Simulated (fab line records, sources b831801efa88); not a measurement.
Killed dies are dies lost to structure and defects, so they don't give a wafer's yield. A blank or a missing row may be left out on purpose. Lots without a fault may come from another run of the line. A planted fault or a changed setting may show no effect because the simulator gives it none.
Which tool did it? | flow gf180mcu | 12 lots, 36 wafers sampled, at 4 steps of a route of 602

WHAT THE GAUGES READ, wafer by wafer
The record holds no reading of a measuring or inspecting step that can be judged against a usual standard deviation.

WHICH TOOL RAN EACH LOT (tool, then ch and the chambers of the sampled wafers, then the start)
lot  | GF_V2_SOFTBAKE_10                 | GF_V3_ETCH_16                      | GF_V3_SPUTTER_21             | GF_M4_METAL_ETCH_16
L726 | litho_track-04 ch 0, day 20 03:00 | rie_diel-01 ch 1,2,3, day 22 17:07 | pvd_sputter-01, day 22 18:11 | rie_metal-03 ch 0,1, day 23 17:54
L728 | litho_track-02 ch 0, day 21 03:00 | rie_diel-03 ch 0,1,2, day 23 16:54 | pvd_sputter-01, day 23 17:34 | rie_metal-04 ch 0,1, day 24 17:15
L729 | litho_track-02 ch 0, day 21 10:00 | rie_diel-04 ch 0,2, day 24 00:04   | pvd_sputter-02, day 24 00:44 | rie_metal-02 ch 1, day 24 23:24
L730 | litho_track-03 ch 0, day 21 20:00 | rie_diel-03 ch 0,1,2, day 24 08:52 | pvd_sputter-03, day 24 09:32 | rie_metal-02 ch 0,1, day 25 08:24
L731 | litho_track-04 ch 0, day 22 07:00 | rie_diel-04 ch 2,3, day 24 19:46   | pvd_sputter-01, day 24 20:30 | rie_metal-04 ch 0,1, day 25 18:42
L732 | litho_track-04 ch 0, day 22 17:00 | rie_diel-04 ch 1,2, day 25 04:06   | pvd_sputter-01, day 25 04:46 | rie_metal-03 ch 0,1, day 26 02:40
L737 | litho_track-04 ch 0, day 24 08:00 | rie_diel-04 ch 0,1,3, day 26 17:10 | pvd_sputter-01, day 26 17:50 | rie_metal-03 ch 0,1, day 27 15:24
L740 | litho_track-04 ch 0, day 25 08:00 | rie_diel-01 ch 1,2,3, day 27 17:07 | pvd_sputter-02, day 27 17:47 | rie_metal-04 ch 1, day 28 14:10
L743 | litho_track-02 ch 0, day 26 01:00 | rie_diel-03 ch 0,3, day 28 07:22   | pvd_sputter-03, day 28 08:06 | rie_metal-02 ch 0,1, day 29 03:54
L746 | litho_track-02 ch 0, day 27 01:00 | rie_diel-01 ch 0,1,3, day 29 04:55 | pvd_sputter-01, day 29 05:37 | rie_metal-04 ch 0,1, day 30 00:51
L747 | litho_track-03 ch 0, day 27 04:00 | rie_diel-03 ch 0,3, day 29 09:04   | pvd_sputter-02, day 29 09:50 | rie_metal-03 ch 0,1, day 30 05:52
L748 | litho_track-03 ch 0, day 27 13:00 | rie_diel-04 ch 0,1,2, day 29 17:12 | pvd_sputter-02, day 29 17:52 | rie_metal-02 ch 0,1, day 30 13:54
- GF_V2_SOFTBAKE_10: time 60 s.
- GF_V3_ETCH_16: etches BARC in N2/H2.
- GF_V3_SPUTTER_21: material Ti, target thk 15 nm, time 80.02 s.
- GF_M4_METAL_ETCH_16: etches the open film in Cl2/BCl3, stops on SiO2, target depth 750.8 nm, time 125.1 s.

WHAT THE TOOLS THEMSELVES READ (means of the sampled wafers that have a number; where no wafer has one, the mark that the record gives instead)
GF_V2_SOFTBAKE_10. Usual: resist_line_temp_C 22.96 C, standard deviation 0.1; run_length_s 89.13 s, standard deviation 0.26.
lot  | tool           | resist_line_temp_C (C) | run_length_s (s) | flag
L726 | litho_track-04 | 23.02                  | 88.95            |
L728 | litho_track-02 | 22.91                  | 89.47            |
L729 | litho_track-02 | 22.96                  | 89.49            |
L730 | litho_track-03 | 22.85                  | 89.06            |
L731 | litho_track-04 | 22.90                  | 89.04            |
L732 | litho_track-04 | 23.04                  | 89.00            |
L737 | litho_track-04 | 22.96                  | 99.08            | OFF
L740 | litho_track-04 | 22.92                  | 99.04            | OFF
L743 | litho_track-02 | 22.95                  | 89.51            |
L746 | litho_track-02 | 22.89                  | 89.48            |
L747 | litho_track-03 | 22.94                  | 89.04            |
L748 | litho_track-03 | 22.93                  | 88.95            |

GF_V3_ETCH_16. Usual: drypump_motor_current_A 5.6 A, standard deviation 0.42; oes_product_au 0.855 a.u., standard deviation 0.0048; throttle_valve_pct 13.224 %, standard deviation 0.0088.
lot  | tool        | drypump_motor_current_A (A) | oes_product_au (a.u.) | throttle_valve_pct (%) | flag
L726 | rie_diel-01 | 5.9                         | 0.852                 | 13.220                 |
L728 | rie_diel-03 | 5.6                         | 0.853                 | 13.225                 |
L729 | rie_diel-04 | 5.5                         | 0.859                 | 13.227                 |
L730 | rie_diel-03 | 5.6                         | 0.853                 | 13.221                 |
L731 | rie_diel-04 | 5.5                         | 0.855                 | 13.219                 |
L732 | rie_diel-04 | 5.7                         | 0.852                 | 13.219                 |
L737 | rie_diel-04 | 5.7                         | 0.855                 | 13.225                 |
L740 | rie_diel-01 | 5.9                         | 0.853                 | 13.223                 |
L743 | rie_diel-03 | 5.1                         | 0.858                 | 13.226                 |
L746 | rie_diel-01 | 5.7                         | 0.860                 | 13.236                 |
L747 | rie_diel-03 | 5.4                         | 0.855                 | 13.231                 |
L748 | rie_diel-04 | 5.7                         | 0.859                 | 13.216                 |

GF_V3_SPUTTER_21. Usual: chamber_pressure_pa 5.000 Pa, standard deviation 0.0095; throttle_valve_pct 30.3 %, standard deviation 0.93.
lot  | tool           | chamber_pressure_pa (Pa) | throttle_valve_pct (%) | flag
L726 | pvd_sputter-01 | 4.996                    | 29.8                   |
L728 | pvd_sputter-01 | 4.998                    | 30.7                   |
L729 | pvd_sputter-02 | 5.006                    | 30.6                   |
L730 | pvd_sputter-03 | 5.011                    | 29.7                   |
L731 | pvd_sputter-01 | 5.001                    | 30.9                   |
L732 | pvd_sputter-01 | 4.999                    | 29.9                   |
L737 | pvd_sputter-01 | 4.996                    | 30.8                   |
L740 | pvd_sputter-02 | 4.997                    | 31.1                   |
L743 | pvd_sputter-03 | 5.000                    | 29.3                   |
L746 | pvd_sputter-01 | 4.998                    | 31.2                   |
L747 | pvd_sputter-02 | 4.996                    | 30.8                   |
L748 | pvd_sputter-02 | 4.994                    | 30.8                   |

GF_M4_METAL_ETCH_16. Usual: drypump_motor_current_A 5.5 A, standard deviation 0.7; oes_product_au 0.991 a.u., standard deviation 0.0062; throttle_valve_pct 28.230 %, standard deviation 0.011.
lot  | tool         | drypump_motor_current_A (A) | oes_product_au (a.u.) | throttle_valve_pct (%) | flag
L726 | rie_metal-03 | 5.2                         | 0.994                 | 28.227                 |
L728 | rie_metal-04 | 6.1                         | 0.990                 | 28.206                 |
L729 | rie_metal-02 | 5.1                         | 0.992                 | 28.238                 |
L730 | rie_metal-02 | 5.8                         | 0.980                 | 28.235                 |
L731 | rie_metal-04 | 5.5                         | 0.991                 | 28.232                 |
L732 | rie_metal-03 | 5.1                         | 0.992                 | 28.228                 |
L737 | rie_metal-03 | 5.2                         | 0.990                 | 28.238                 |
L740 | rie_metal-04 | 4.9                         | 0.994                 | 28.227                 |
L743 | rie_metal-02 | 5.7                         | 0.981                 | 28.236                 |
L746 | rie_metal-04 | 6.1                         | 0.993                 | 28.228                 |
L747 | rie_metal-03 | 5.1                         | 0.986                 | 28.232                 |
L748 | rie_metal-02 | 5.4                         | 0.991                 | 28.235                 |

THE ANSWER, worked out from the rows above alone
Rule: a lot is off if the mean of its wafers that have a number lies more than 3 standard deviations from the usual mean. A lot without any number at a reading at which 4 lots or more have one is off too. The other lots that the step has rows for count as sound. The gauges are gone through in route order, then the tools' own readings, and for those a lot's mean is taken as printed above. The first step at which some lot is off is used, and at that step the reading that is off furthest; a lot without a number counts as furthest.
Off: L737, L740, at GF_V2_SOFTBAKE_10 (run_length_s).
A tool fits if, at that step or a process step before it, it ran every lot that is off, and no sound lot after the first of them. One fits: litho_track-04 at GF_V2_SOFTBAKE_10. Its last sound lot is L732 (day 22 17:00), its first lot that is off L737 (day 24 08:00): a fault that began between those two fits.
The tool's own readings at GF_V2_SOFTBAKE_10 bear it out: on the lots that are off they differ by more than 5 times the standard deviation of the sound lots' means. run_length_s reads 99.06 s there against 89.20 s on the sound lots.

WHAT THE SIMULATOR HAD PUT IN
Process parameter drift: litho_track-04, from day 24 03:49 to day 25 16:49, at GF_V2_SOFTBAKE_10. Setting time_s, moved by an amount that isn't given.
Lots struck among those shown: L737, L740. The rule above found the same.
